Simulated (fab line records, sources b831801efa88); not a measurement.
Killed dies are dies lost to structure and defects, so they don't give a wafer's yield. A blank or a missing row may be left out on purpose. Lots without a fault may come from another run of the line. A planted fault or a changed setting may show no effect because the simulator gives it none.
fab line records | flow sky130
record lots=14 wafers=42 last_day=50
route steps=708 shown VT_ADJUST_HVTP@93 VT_ADJUST_LVTN@106 VT_ADJUST_PCH@152 POLY_GATE@204
lots that met no fault: from a run of the same line without faults
start_h: hours from the record's first day to the start of the lot's first wafer shown | wait_h: hours since the lot's step before | " the same as in the row above | L1.1+2: a row that stands for several wafers | - no value, or no start given | * or withheld: withheld | < > ~ a bound
route shown NAME@n: a module of which the file shows steps, and the number in the route of the first | usual: mean/standard deviation of fault-free wafers | same: alike in all rows | chamber/n: place in a boat | sites: the reading at each site | _std_site: their standard deviation | _edge_site: outer sites' mean less inner sites' | radius_mm: how far each site lies from the wafer's centre | mask NAME#n: copy n | behind: the tool/chamber that last shaped the wafer | hold: why the lot was held/for how many hours/how that ended | device: the transistor (n, p or np) that didn't switch | end of line: the same wafers' tests at the end of the route | a step without rows: its recipe alone | killed: dies lost to structure and defects at the first sort, not the wafer's yield | map: a wafer's dies, x killed, . not, _ none there
set.NAME: the setting as run; set.NAME@STEP: as run at that earlier step | model.NAME: the simulator's own value behind a step, which no gauge read
steps of the route over a sample of lots; a table a step, a row a wafer
services: from which hour (start_h, from the record's first day; less than 0 if before it) a tool's chamber was out of use, for how many hours, and why
## steps
# step SKY_VT_ADJUST_HVTP_OVL_MEAS_08
# usual VT_ADJUST_HVTP_OVL=0.2/1.5
# columns lot.wafer tool chamber start_h wait_h VT_ADJUST_HVTP_OVL[nm]
L652.1 overlay-01 - 125.19 0.1 0.2
L652.2 " - " " 0.1
L652.5 " - " " 1.5
L653.2 overlay-01 - 126.50 0.1 1.4
L653.3 " - " " 0.0
L653.6 " - " " 1.3
L654.3 overlay-01 - 131.00 0.1 0.4
L654.5 " - " " 0.0
L654.6 " - " " -0.4
L655.2 overlay-01 - 142.90 0.1 1.7
L655.3 " - " " -0.1
L655.5 " - " " 1.2
L657.2 overlay-02 - 154.35 0.1 -2.0
L657.4 " - " " -2.0
L657.6 " - " " -1.9
L658.3 overlay-01 - 161.70 0.1 2.5
L658.4 " - " " 2.4
L658.5 " - " " 0.8
L667.1 overlay-02 - 216.30 0.1 -0.1
L667.2 " - " " 1.1
L667.4 " - " " 0.7
L668.2 overlay-01 - 221.95 0.1 -1.7
L668.3 " - " " -0.6
L668.5 " - " " -0.2
L669.3 overlay-01 - 229.00 0.1 3.2
L669.4 " - " " 4.4
L669.6 " - " " 4.5
L670.2 overlay-02 - 237.00 0.1 -1.4
L670.4 " - " " -2.1
L670.6 " - " " -1.0
L671.2 overlay-02 - 245.00 0.1 -1.2
L671.3 " - " " -1.3
L671.4 " - " " -1.6
L672.1 overlay-02 - 249.14 0.1 -0.3
L672.3 " - " " -1.7
L672.5 " - " " -2.1
L673.3 overlay-01 - 253.99 0.1 0.1
L673.4 " - " " 1.6
L673.5 " - " " 2.6
L675.1 overlay-01 - 268.10 0.1 -0.6
L675.3 " - " " -1.8
L675.4 " - " " -1.4
# step SKY_VT_ADJUST_LVTN_STRIP_09
# recipe chemistry=O2/N2 power_w=1400 pressure_mtorr=1500 platen_temp_c=withheld o2_flow_sccm=3000 n2_flow_sccm=300 overash_fraction=0.5
# usual drypump_motor_current_A=5.7/0.36 oes_product_au=0.723/0.0044 strip_time_to_endpoint_s=37.15/0.086
# columns lot.wafer tool chamber start_h wait_h drypump_motor_current_A oes_product_au rf_hours_counter_h strip_time_to_endpoint_s
L652.1 plasma_asher-04 1 144.45 0.1 5.8 0.723 47 37.00
L652.2 " 0 " " 5.4 0.718 47 37.03
L652.5 " 1 " " 5.8 0.722 - 37.08
L653.2 plasma_asher-04 0 145.70 0.1 5.4 0.718 48 37.17
L653.3 " 1 " " 5.8 0.724 - 37.15
L653.6 " 1 " " 5.8 0.721 - 37.18
L654.3 plasma_asher-04 1 151.11 0.1 5.8 0.734 - 37.08
L654.5 " 0 " " 5.4 0.724 - 37.07
L654.6 " 1 " " 5.8 0.724 - 37.16
L655.2 plasma_asher-02 0 163.95 0.1 6.4 0.721 35 36.99
L655.3 " 0 " " 6.5 0.719 - 37.03
L655.5 " 0 " " 6.4 0.723 - 37.08
L657.2 plasma_asher-04 1 175.56 0.1 5.8 0.724 51 37.12
L657.4 " 0 " " 5.5 0.717 - 37.05
L657.6 " 1 " " 5.7 0.722 - 37.15
L658.3 plasma_asher-04 1 182.39 0.1 5.7 0.720 - 37.19
L658.4 " 0 " " 5.4 0.722 - 37.17
L658.5 " 1 " " 5.7 0.723 - 37.24
L667.1 plasma_asher-01 0 239.72 0.1 5.1 0.725 12 37.23
L667.2 " 1 " " 5.6 0.728 12 37.02
L667.4 " 0 " " 5.0 0.725 - 37.09
L668.2 plasma_asher-04 1 245.02 0.1 5.7 0.718 58 37.20
L668.3 " 0 " " 5.4 0.725 - 37.19
L668.5 " 1 " " 5.8 0.727 - 37.25
L669.3 plasma_asher-02 0 252.44 0.1 6.4 0.714 - 37.34
L669.4 " 1 " " 5.8 0.719 - 37.33
L669.6 " 0 " " 6.4 0.730 - 37.34
L670.2 plasma_asher-04 1 261.02 0.1 5.7 0.723 59 37.12
L670.4 " 1 " " 5.8 0.721 - 37.05
L670.6 " 0 " " 5.4 0.722 - 37.05
L671.2 plasma_asher-04 0 268.66 0.1 5.5 0.720 60 37.16
L671.3 " 0 " " 5.4 0.716 - 37.18
L671.4 " 1 " " 5.8 0.718 - 37.08
L672.1 plasma_asher-04 0 273.91 0.1 5.4 0.725 61 37.19
L672.3 " 0 " " 5.5 0.730 - 37.08
L672.5 " 1 " " 5.7 0.721 - 37.20
L673.3 plasma_asher-01 1 278.04 0.1 5.7 0.727 - 37.11
L673.4 " 0 " " 5.0 0.723 - 37.10
L673.5 " 0 " " 5.1 0.719 - 37.12
L675.1 plasma_asher-01 0 292.67 0.1 5.1 0.713 18 37.11
L675.3 " 1 " " 5.6 0.720 - 37.14
L675.4 " 0 " " 5.1 0.722 - 37.28
# step SKY_VT_ADJUST_PCH_STRIP_09
# recipe chemistry=O2/N2 power_w=1400 pressure_mtorr=1500 platen_temp_c=withheld o2_flow_sccm=3000 n2_flow_sccm=300 overash_fraction=0.5
# usual drypump_motor_current_A=5.6/0.36 oes_product_au=0.723/0.0049 strip_time_to_endpoint_s=36.92/0.079
# columns lot.wafer tool chamber start_h wait_h drypump_motor_current_A oes_product_au rf_hours_counter_h strip_time_to_endpoint_s
L652.1 plasma_asher-04 1 228.75 0.1 5.8 0.723 56 36.91
L652.2 " 0 " " 5.4 0.718 56 36.98
L652.5 " 0 " " 5.4 0.728 - 36.94
L653.2 plasma_asher-04 1 229.96 0.1 5.8 0.722 56 36.85
L653.3 " 0 " " 5.4 0.720 - 36.78
L653.6 " 0 " " 5.4 0.725 - 36.88
L654.3 plasma_asher-03 1 237.19 0.1 5.4 0.719 - 36.89
L654.5 " 0 " " 6.3 0.729 - 36.92
L654.6 " 1 " " 5.4 0.721 - 37.06
L655.2 plasma_asher-04 1 251.56 0.1 5.8 0.721 58 36.94
L655.3 " 0 " " 5.5 0.724 - 36.80
L655.5 " 1 " " 5.8 0.718 - 36.85
L657.2 plasma_asher-01 0 264.15 0.1 5.0 0.718 15 36.90
L657.4 " 0 " " 5.0 0.719 - 36.92
L657.6 " 0 " " 5.0 0.726 - 36.88
L658.3 plasma_asher-04 0 273.29 0.1 5.4 0.723 - 36.73
L658.4 " 1 " " 5.8 0.716 - 36.71
L658.5 " 1 " " 5.8 0.716 - 36.76
L667.1 plasma_asher-03 1 340.41 0.1 5.4 0.721 65 36.91
L667.2 " 0 " " 6.3 0.724 65 36.77
L667.4 " 0 " " 6.3 0.723 - 36.93
L668.2 plasma_asher-03 1 345.11 0.1 5.4 0.731 65 36.83
L668.3 " 0 " " 6.3 0.718 - 36.77
L668.5 " 0 " " 6.3 0.723 - 36.91
L669.3 plasma_asher-01 0 353.44 0.1 5.1 0.729 - 36.97
L669.4 " 1 " " 5.6 0.720 - 36.87
L669.6 " 0 " " 5.1 0.723 - 36.91
L670.2 plasma_asher-04 0 362.60 0.1 5.4 0.730 69 37.03
L670.4 " 1 " " 5.7 0.724 - 36.88
L670.6 " 1 " " 5.8 0.718 - 36.92
L671.2 plasma_asher-01 1 373.36 0.1 5.6 0.724 26 36.87
L671.3 " 0 " " 5.0 0.727 - 36.83
L671.4 " 1 " " 5.6 0.728 - 36.91
L672.1 plasma_asher-03 1 380.36 0.1 5.4 0.727 69 36.92
L672.3 " 1 " " 5.4 0.719 - 36.91
L672.5 " 1 " " 5.4 0.724 - 37.01
L673.3 plasma_asher-01 0 382.30 0.1 5.1 0.722 - 37.01
L673.4 " 1 " " 5.6 0.721 - 37.09
L673.5 " 1 " " 5.6 0.728 - 36.90
L675.1 plasma_asher-04 1 401.01 0.1 5.7 0.722 73 36.90
L675.3 " 1 " " 5.7 0.720 - 36.94
L675.4 " 0 " " 5.4 0.727 - 36.90
# step SKY_POLY_GATE_CVD_00
# recipe material=poly-Si target_thk_nm=180 temp_c=620 time_s=720 pressure_mtorr=200
# columns lot.wafer tool chamber start_h wait_h
L652.1+2+5 lpcvd-01 1 309.87 0.0
L653.2+3+6 lpcvd-01 1 313.32 0.0
L654.3+5+6 lpcvd-01 1 322.64 0.0
L655.2+3+5 lpcvd-01 0 340.40 0.0
L657.2+4+6 lpcvd-01 1 351.74 0.0
L658.3+4+5 lpcvd-01 1 364.41 0.0
L667.1+2+4 lpcvd-01 1 436.90 0.0
L668.2+3+5 lpcvd-01 1 440.21 0.0
L669.3+4+6 lpcvd-01 0 455.36 0.0
L670.2+4+6 lpcvd-01 1 461.92 0.0
L671.2+3+4 lpcvd-01 0 473.53 0.0
L672.1+3+5 lpcvd-01 0 481.68 0.0
L673.3+4+5 lpcvd-01 1 484.66 0.0
L675.1+3+4 lpcvd-01 1 503.88 0.0
# step SKY_POLY_GATE_THK_MEAS_01
# recipe reads=poly-Si_of_POLY_GATE_CVD_00
# usual POLY_GATE_CVD_00_THK=179.7/1.9
# columns lot.wafer tool chamber start_h wait_h POLY_GATE_CVD_00_THK[nm]
L652.1 film_metro-03 - 311.07 0.0 178.4
L652.2 " - " " 177.9
L652.5 " - " " 178.7
L653.2 film_metro-03 - 314.53 0.0 179.9
L653.3 " - " " 178.4
L653.6 " - " " 178.9
L654.3 film_metro-04 - 324.46 0.0 174.6
L654.5 " - " " 175.9
L654.6 " - " " 176.5
L655.2 film_metro-01 - 341.61 0.0 174.3
L655.3 " - " " 177.3
L655.5 " - " " 176.0
L657.2 film_metro-03 - 352.95 0.0 190.1
L657.4 " - " " 190.1
L657.6 " - " " 190.5
L658.3 film_metro-03 - 365.63 0.0 186.5
L658.4 " - " " 186.8
L658.5 " - " " 187.4
L667.1 film_metro-01 - 438.10 0.0 179.0
L667.2 " - " " 180.6
L667.4 " - " " 178.9
L668.2 film_metro-03 - 441.42 0.0 178.9
L668.3 " - " " 178.7
L668.5 " - " " 180.2
L669.3 film_metro-01 - 456.58 0.0 183.9
L669.4 " - " " 183.3
L669.6 " - " " 181.8
L670.2 film_metro-04 - 463.13 0.0 180.3
L670.4 " - " " 181.0
L670.6 " - " " 182.1
L671.2 film_metro-03 - 474.74 0.0 178.5
L671.3 " - " " 179.2
L671.4 " - " " 178.6
L672.1 film_metro-03 - 482.88 0.0 180.4
L672.3 " - " " 180.9
L672.5 " - " " 182.6
L673.3 film_metro-03 - 485.88 0.0 181.9
L673.4 " - " " 182.4
L673.5 " - " " 182.6
L675.1 film_metro-03 - 505.08 0.0 179.9
L675.3 " - " " 179.8
L675.4 " - " " 179.9
## services
# columns tool chamber start_h hours kind
plasma_asher-01 - 121.61 2.8 pm
plasma_asher-01 - 124.45 1.0 repair
plasma_asher-02 - 172.60 19.1 repair
plasma_asher-02 - 186.30 5.3 repair
plasma_asher-01 - 272.70 4.0 repair
plasma_asher-03 - 281.48 10.5 repair
lpcvd-01 - 289.42 0.8 repair
plasma_asher-02 - 296.30 1.1 repair
plasma_asher-04 - 421.25 9.0 pm
plasma_asher-04 0 421.25 9.0 vent_cycle
plasma_asher-04 1 421.25 9.0 vent_cycle
plasma_asher-04 0 430.25 - clean
plasma_asher-04 1 430.25 - clean
plasma_asher-01 - 464.44 0.6 repair
plasma_asher-02 - 490.29 15.6 pm
## key
first_sign step=SKY_POLY_GATE_THK_MEAS_01 reading=POLY_GATE_CVD_00_THK direction=up sigmas=4.8 usual=179.7 struck=188.6
effect none on later readings
met_at SKY_POLY_GATE_CVD_00
struck_lots L657,L658
struck_wafers L657.2,L657.4,L657.6,L658.3,L658.4,L658.5
sort_left_out L657.2,L657.4,L657.6
tester_left_out L657,L658
not_acting_at SKY_VT_ADJUST_HVTP_OVL_MEAS_08,SKY_VT_ADJUST_LVTN_STRIP_09,SKY_VT_ADJUST_PCH_STRIP_09
onset_between 322.64 351.74
fault kind=process_parameter_drift tool=lpcvd-01 chamber=1 onset_h=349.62 steps=SKY_POLY_GATE_CVD_00 channel=target_thk_nm offset=8.3689 shape=step end_h=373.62 stated=180
# tester_left_out: of these lots the tester's yield and bins aren't shown, on N5 and GAA mostly nor the transistor test; their killed dies are dies lost to structure and defects alone, not to doping, threshold or leakage, so they don't give the yield
# sort_left_out: the simulated sort isn't trusted on such a fault, so these wafers' sort isn't shown, and their yield isn't known
